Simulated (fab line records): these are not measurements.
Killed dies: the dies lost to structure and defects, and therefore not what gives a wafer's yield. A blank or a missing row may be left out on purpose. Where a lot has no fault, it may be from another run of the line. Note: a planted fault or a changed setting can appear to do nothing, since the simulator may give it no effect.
The tool behind it: which one? / flow gf180mcu / 33 wafers from 11 lots sampled at 5 of the route's 602 steps

WHAT THE GAUGES SHOWED, per wafer
GF_V1_THK_MEAS_01.
lot=L890; measured=day 16 23:30; on=film metro-04; V1_CVD_00_THK (nm)=602 606 604
lot=L894; measured=day 18 14:07; on=film metro-04; V1_CVD_00_THK (nm)=608 606 600
lot=L895; measured=day 18 21:13; on=film metro-01; V1_CVD_00_THK (nm)=608 601 606
lot=L896; measured=day 19 08:34; on=film metro-04; V1_CVD_00_THK (nm)=602 602 602
lot=L898; measured=day 20 06:13; on=film metro-04; V1_CVD_00_THK (nm)=598 596 601
lot=L904; measured=day 22 12:11; on=film metro-02; V1_CVD_00_THK (nm)=728 725 716
lot=L905; measured=day 22 14:55; on=film metro-04; V1_CVD_00_THK (nm)=737 729 734
lot=L907; measured=day 23 10:25; on=film metro-04; V1_CVD_00_THK (nm)=608 609 607
lot=L910; measured=day 24 05:45; on=film metro-01; V1_CVD_00_THK (nm)=614 608 605
lot=L912; measured=day 24 22:12; on=film metro-04; V1_CVD_00_THK (nm)=605 607 620
lot=L913; measured=day 25 06:02; on=film metro-04; V1_CVD_00_THK (nm)=605 605 598

TOOL THAT RAN EACH LOT (tool first, then ch and the chambers of the sampled wafers, then the start)
lot=L890; GF_CONTACT_ETCH_16=rie diel-04 ch 0,1,3, day 15 23:16; GF_CONTACT_CVD_24=cvd w-01 ch 0,1, day 15 23:49; GF_CONTACT_CMP_27=cmp-01 ch 1,3, day 16 00:09; GF_V1_CVD_00=hdpcvd-02 ch 0,2, day 16 23:26
lot=L894; GF_CONTACT_ETCH_16=rie diel-04 ch 0,2, day 17 12:15; GF_CONTACT_CVD_24=cvd w-02 ch 0,1, day 17 12:51; GF_CONTACT_CMP_27=cmp-01 ch 1,2, day 17 13:06; GF_V1_CVD_00=hdpcvd-02 ch 0,2, day 18 14:01
lot=L895; GF_CONTACT_ETCH_16=rie diel-04 ch 0,2,3, day 17 19:34; GF_CONTACT_CVD_24=cvd w-01 ch 0,1, day 17 20:07; GF_CONTACT_CMP_27=cmp-02 ch 0,1,3, day 17 20:24; GF_V1_CVD_00=hdpcvd-01 ch 1,2, day 18 21:09
lot=L896; GF_CONTACT_ETCH_16=rie diel-02 ch 2,3, day 18 07:13; GF_CONTACT_CVD_24=cvd w-02 ch 0,1, day 18 07:46; GF_CONTACT_CMP_27=cmp-01 ch 2,3, day 18 08:03; GF_V1_CVD_00=hdpcvd-02 ch 0,1,2, day 19 08:29
lot=L898; GF_CONTACT_ETCH_16=rie diel-03 ch 0,2, day 19 04:03; GF_CONTACT_CVD_24=cvd w-01 ch 0,1, day 19 04:37; GF_CONTACT_CMP_27=cmp-02 ch 1,2,3, day 19 04:56; GF_V1_CVD_00=hdpcvd-02 ch 0,1, day 20 06:09
lot=L904; GF_CONTACT_ETCH_16=rie diel-04 ch 2,3, day 21 09:51; GF_CONTACT_CVD_24=cvd w-02 ch 1, day 21 10:29; GF_CONTACT_CMP_27=cmp-01 ch 0,1,3, day 21 10:49; GF_V1_CVD_00=hdpcvd-02 ch 1,2, day 22 12:06
lot=L905; GF_CONTACT_ETCH_16=rie diel-02 ch 0,2,3, day 21 13:24; GF_CONTACT_CVD_24=cvd w-02 ch 0,1, day 21 13:59; GF_CONTACT_CMP_27=cmp-01 ch 0,3, day 21 14:16; GF_V1_CVD_00=hdpcvd-02 ch 0,1, day 22 14:51
lot=L907; GF_CONTACT_ETCH_16=rie diel-02 ch 1,2,3, day 22 09:15; GF_CONTACT_CVD_24=cvd w-02 ch 0, day 22 09:54; GF_CONTACT_CMP_27=cmp-02 ch 0,1,2, day 22 10:11; GF_V1_CVD_00=hdpcvd-01 ch 2, day 23 10:19
lot=L910; GF_CONTACT_ETCH_16=rie diel-03 ch 0,1,2, day 23 04:18; GF_CONTACT_CVD_24=cvd w-02 ch 0,1, day 23 04:55; GF_CONTACT_CMP_27=cmp-02 ch 0,1,3, day 23 05:12; GF_V1_CVD_00=hdpcvd-01 ch 1,2, day 24 05:40
lot=L912; GF_CONTACT_ETCH_16=rie diel-02 ch 2,3, day 23 21:33; GF_CONTACT_CVD_24=cvd w-01 ch 0,1, day 23 22:07; GF_CONTACT_CMP_27=cmp-01 ch 0,1,3, day 23 22:29; GF_V1_CVD_00=hdpcvd-01 ch 0,1,2, day 24 22:07
lot=L913; GF_CONTACT_ETCH_16=rie diel-02 ch 0,1, day 24 05:21; GF_CONTACT_CVD_24=cvd w-01 ch 0,1, day 24 05:55; GF_CONTACT_CMP_27=cmp-01 ch 0,1, day 24 06:15; GF_V1_CVD_00=hdpcvd-01 ch 1,2, day 25 05:58
- GF_CONTACT_ETCH_16: etches BARC in N2/H2.
- GF_CONTACT_CVD_24: deposits W, target thk 300 nm, time 90.339 s.
- GF_CONTACT_CMP_27: polishes, stops on SiO2, t overpolish 15 s, target thk 0 nm.
- GF_V1_CVD_00: deposits SiO2, target thk 600 nm, time 100 s.

THE ANSWER, worked out from the rows above alone
Rule: usual is defined by the lots themselves. Put in order of their means at a reading, lots are off if they are a third of the lots or fewer, leave a main group of 4 or more, and stand apart from it by a gap of 3 or more times the standard deviation of the main group's means; of several such gaps the widest counts. If all means in a main group match to the digits the tables above print for the reading, that group is not used. A lot without any number at a reading at which 4 lots or more have one is off too. The other lots that the step has rows for count as sound.
Off: L904, L905, at GF_V1_THK_MEAS_01 (V1_CVD_00_THK). The main group has a mean of 605 nm with a standard deviation of 3.6.
A tool fits if, at a process step before that reading, it ran every lot that is off, and no sound lot after the first of them. Those tools and the gauges at GF_V1_THK_MEAS_01 are tried in the same way. One fits: hdpcvd-02 at GF_V1_CVD_00. Its last sound lot is L898 (day 20 06:09), its first lot that is off L904 (day 22 12:06): a fault that began between those two fits.

WHAT THE SIMULATOR HAD PUT IN
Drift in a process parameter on hdpcvd-02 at GF_V1_CVD_00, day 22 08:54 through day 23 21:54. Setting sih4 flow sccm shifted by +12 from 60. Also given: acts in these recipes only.
Struck lots among those shown: L904, L905. The rule above found the same.
